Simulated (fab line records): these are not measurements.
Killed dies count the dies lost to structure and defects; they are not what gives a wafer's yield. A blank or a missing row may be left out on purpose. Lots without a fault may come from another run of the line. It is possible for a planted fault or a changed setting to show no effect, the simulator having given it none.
Chamber matching -- flow gf180mcu -- 4 sister chambers for GF_V1_CMP_04 on cmp-02
The step polishes SiO2. 8 wafers are shown with their chamber, then 8 later ones without.

== WAFERS PAIRED WITH THEIR CHAMBERS ==
wafer,chamber,motor_current_A (A),time_to_endpoint_s (s)
L791.1,2,9.9,78
L792.6,1,11.7,83
L793.1,1,11.7,79
L793.6,3,9.4,80
L799.2,0,11.6,78
L799.5,0,12.4,88
L799.6,3,9.0,78
L800.1,2,10.5,83

== WAFERS WITHOUT THEIR CHAMBER ==
wafer,motor_current_A (A),time_to_endpoint_s (s)
L800.4,12.5,89
L800.6,8.9,81
L809.3,11.1,74
L809.5,12.3,75
L809.6,10.7,79
L810.1,12.1,71
L810.3,12.4,80
L810.6,11.6,81

== THE CHAMBER EACH PASSED THROUGH ==
wafer,from the rows above,in truth
L800.4,can't be placed: 0 or 1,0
L800.6,3,3
L809.3,can't be placed: 1 or 2 or 0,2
L809.5,can't be placed: 0 or 1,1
L809.6,can't be placed: 2 or 1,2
L810.1,can't be placed: 1 or 0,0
L810.3,can't be placed: 0 or 1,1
L810.6,can't be placed: 1 or 0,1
Correct placement for 1 of the 8. Not placeable from these rows: 7 (in 7, the candidates include the true chamber). 0 placed wrongly.
How it was worked out, from the rows above alone: a wafer's distance from a chamber is the root of the sum, over the readings, of the square of ((its reading less the chamber's mean) divided by the reading's scatter). If the next closest chamber is less than 2 further off than the closest, the wafer can't be placed; otherwise it belongs to the closest. A chamber's mean is the mean of its shown wafers. The scatter: the root of (the sum of the squares of (reading less its chamber's mean) over the shown wafers, divided by (wafers less chambers)).
